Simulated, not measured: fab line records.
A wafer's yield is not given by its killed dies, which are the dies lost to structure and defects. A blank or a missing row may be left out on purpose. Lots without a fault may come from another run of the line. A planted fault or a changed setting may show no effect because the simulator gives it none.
Struck lot and sound lot, side by side	flow sfq-line	42 out of 325 route steps
Sound: the wafers L849.2, L849.5, L849.6. Wafers L858.2, L858.3, L858.4 were the ones struck. Last of all comes the cause.
For every step that has rows: the tool of each side, followed by ch and its chambers, followed by its first start. Under that, the readings that differ: sound wafers	struck wafers	difference of the means	sigmas: that difference in standard deviations of wafers without a fault.
alike: readings whose means differ by less than 2 such deviations, and words and numbers that are the same on both sides. not compared: withheld readings, readings that some wafer has no value for, bounds like >300 that may hide the same value, and numbers for which the record gives no deviation and whose values overlap.
Wherever a step has rows on one side only, a row that says differs or no value, or a row with sigmas, the two part there. Numbers that have no deviation but don't overlap get no sigmas and don't part them. Lack of a reading on every wafer of one side parts them only where that side has two or more wafers.

first, 6 steps without rows for these wafers: SFQ_TRILAYER_I0_VIA_LITHO_COAT_036 (resist thk 62 nm); SFQ_TRILAYER_I0_VIA_LITHO_COAT_031 (resist thk 650 nm); SFQ_TRILAYER_I0_VIA_LITHO_SOFTBAKE_035; SFQ_TRILAYER_I0_VIA_LITHO_EXPOSE_032 (exposes mask I0, target cd 500 nm); SFQ_TRILAYER_I0_VIA_LITHO_PEB_034 (peb time 60 s); SFQ_TRILAYER_I0_VIA_LITHO_DEVELOP_033 (time 60 s).
SFQ_I0_OVL_MEAS_908:
  struck on overlay-01, day 28 03:07; sound on overlay-02, day 24 01:06
reading	sound	struck	difference	sigmas
I0_OVL (nm)	14 11 9	0 0 -2	-12	-2
then, 1 step without rows for these wafers: SFQ_TRILAYER_I0_VIA_BARC_OPEN_VIA_ETCH_046 (etches BARC in O2, target depth 125 nm, time 41.7 s).
SFQ_TRILAYER_I0_VIA_ETCH_VIA_ETCH_034: etches SiO2 in CHF3, stops on Nb, target depth 260 nm.
  sound on rie-diel-02 ch 0,1,3, day 24 01:10; struck on rie-diel-02 ch 0,1,3, day 28 03:11
  alike: drypump-motor-current-A, oes-product-au
then, 3 steps without rows for these wafers: SFQ_TRILAYER_I0_VIA_STRIP_STRIP_035 (strips in O2); SFQ_TRILAYER_I0_VIA_STRIP_SOLV_CLEAN_036 (cleans in NMP, time 600 s); SFQ_TRILAYER_M1_DEP_PRE_CLEAN_038 (time 22.5 s).
SFQ_TRILAYER_M1_DEP_SPUTTER_037: material Nb, target thk 200 nm, time 133.3 s.
  struck on pvd-sputter-05, day 28 04:06; sound on pvd-sputter-06, day 24 02:05
reading	sound	struck	difference	sigmas
model.Nb_of_TRILAYER_M1_DEP_SPUTTER_037.thk-nm (nm)	197.5 203.3 203.4	228.9 227.9 229.6	+27.4	
  alike: cathode-dc-power-W, throttle-valve-pct
SFQ_M1_RS_MEAS_909: measures by four-point-probe.
  struck on film-metro-01, day 28 04:13; sound on film-metro-02, day 24 02:12
reading	sound	struck	difference	sigmas
M1_NB_RS (ohm/sq)	0.899 0.875 0.874	0.776 0.780 0.774	-0.106	-9
then, 6 steps without rows for these wafers: SFQ_TRILAYER_M1_LITHO_COAT_044 (resist thk 62 nm); SFQ_TRILAYER_M1_LITHO_COAT_039 (resist thk 600 nm); SFQ_TRILAYER_M1_LITHO_SOFTBAKE_043; SFQ_TRILAYER_M1_LITHO_EXPOSE_040 (exposes mask M1, target cd 500 nm); SFQ_TRILAYER_M1_LITHO_PEB_042 (peb time 60 s); SFQ_TRILAYER_M1_LITHO_DEVELOP_041 (time 60 s).
-- the record jumps here: 6 days lie between the struck wafers' starts before and after --
SFQ_M1_OVL_MEAS_911:
  struck on overlay-01, day 33 19:59; sound on overlay-02, day 30 07:05
  alike: M1_OVL
SFQ_TRILAYER_M1_BARC_OPEN_METAL_ETCH_054: etches BARC in O2, target depth 125 nm, time 41.7 s.
  sound on rie-metal-01 ch 0,1, day 30 07:07; struck on rie-metal-01 ch 0,1, day 33 20:01
  alike: drypump-motor-current-A, he-backside-leak-sccm, oes-product-au
  not compared: rf-hours-counter-h
SFQ_TRILAYER_M1_ETCH_METAL_ETCH_042: etches Nb in Cl2/Ar, stops on SiO2, target depth 240 nm, time 120 s.
  sound on rie-metal-01 ch 0,1, day 30 07:11; struck on rie-metal-01 ch 0,1, day 33 20:04
reading	sound	struck	difference	sigmas
oes-product-au (a.u.)	0.888 0.907 0.912	0.963 0.959 0.974	+0.063	+7
  alike: drypump-motor-current-A, he-backside-leak-sccm
  not compared: rf-hours-counter-h
SFQ_TRILAYER_M1_STRIP_STRIP_043: strips in O2.
  sound on rie-metal-01 ch 0,1, day 30 07:18; struck on rie-metal-01 ch 0,1, day 33 20:12
  alike: drypump-motor-current-A, he-backside-leak-sccm, oes-product-au
  not compared: rf-hours-counter-h
then, 3 steps without rows for these wafers: SFQ_TRILAYER_M1_STRIP_SOLV_CLEAN_044 (cleans in NMP, time 600 s); SFQ_TRILAYER_I1_DEP_PECVD_045 (deposits SiO2 from SiH4/N2O, time 111.11 s, target thk 500 nm); SFQ_TRILAYER_I1_CMP_CMP_046 (polishes SiO2).
SFQ_I1_BOW_MEAS_912:
  struck on film-metro-04, day 34 06:32; sound on film-metro-03, day 30 11:11
  alike: I1_BOW
SFQ_TRILAYER_I1_METRO_MEASURE_047:
  struck on film-metro-04, day 34 06:50; sound on film-metro-03, day 30 11:29
  alike: thk-nm
then, 6 steps without rows for these wafers: SFQ_TRILAYER_I1_VIA_LITHO_COAT_054 (resist thk 62 nm); SFQ_TRILAYER_I1_VIA_LITHO_COAT_049 (resist thk 650 nm); SFQ_TRILAYER_I1_VIA_LITHO_SOFTBAKE_053; SFQ_TRILAYER_I1_VIA_LITHO_EXPOSE_050 (exposes mask I1, target cd 500 nm); SFQ_TRILAYER_I1_VIA_LITHO_PEB_052 (peb time 60 s); SFQ_TRILAYER_I1_VIA_LITHO_DEVELOP_051 (time 60 s).
SFQ_I1_OVL_MEAS_913:
  struck on overlay-02, day 34 15:37; sound on overlay-01, day 30 19:19
  alike: I1_OVL
then, 1 step without rows for these wafers: SFQ_TRILAYER_I1_VIA_BARC_OPEN_VIA_ETCH_071 (etches BARC in O2, target depth 125 nm, time 41.7 s).
SFQ_TRILAYER_I1_VIA_ETCH_VIA_ETCH_052: etches SiO2 in CHF3, stops on Nb, target depth 260 nm.
  sound on rie-diel-03 ch 0,1,3, day 30 19:23; struck on rie-diel-04 ch 0,2,3, day 34 15:41
  alike: drypump-motor-current-A, oes-product-au
then, 3 steps without rows for these wafers: SFQ_TRILAYER_I1_VIA_STRIP_STRIP_053 (strips in O2); SFQ_TRILAYER_I1_VIA_STRIP_SOLV_CLEAN_054 (cleans in NMP, time 600 s); SFQ_TRILAYER_M2_DEP_PRE_CLEAN_056 (time 22.5 s).
-- the record jumps here: 57 days lie between the struck wafers' starts before and after --
SFQ_M8_BOW_MEAS_951:
  struck on film-metro-01, day 92 00:10; sound on film-metro-02, day 84 23:13
reading	sound	struck	difference	sigmas
model.etest.m1.ohm-um	1.798 1.747 1.747	1.552 1.56 1.548	-0.211	
model.etest.i0.link-ohm	1.985 1.948 1.942	1.837 1.839 1.831	-0.123	
model.etest.m1.ohm-sq	0.9002 0.8746 0.874	0.7766 0.7799 0.7743	-0.1060	
model.etest.i1.link-ohm	1.981 1.962 1.957	1.88 1.876 1.865	-0.09	
  alike: M8_BOW

WHERE THEY PART
Earliest at SFQ_I0_OVL_MEAS_908; latest, in this record, at SFQ_TRILAYER_M1_ETCH_METAL_ETCH_042. Later steps at which nothing parts them and some readings are alike: SFQ_TRILAYER_M1_STRIP_STRIP_043, SFQ_I1_BOW_MEAS_912, SFQ_TRILAYER_I1_METRO_MEASURE_047, SFQ_I1_OVL_MEAS_913, SFQ_TRILAYER_I1_VIA_ETCH_VIA_ETCH_052, SFQ_M8_BOW_MEAS_951.

WHY: what had been put in by the simulator
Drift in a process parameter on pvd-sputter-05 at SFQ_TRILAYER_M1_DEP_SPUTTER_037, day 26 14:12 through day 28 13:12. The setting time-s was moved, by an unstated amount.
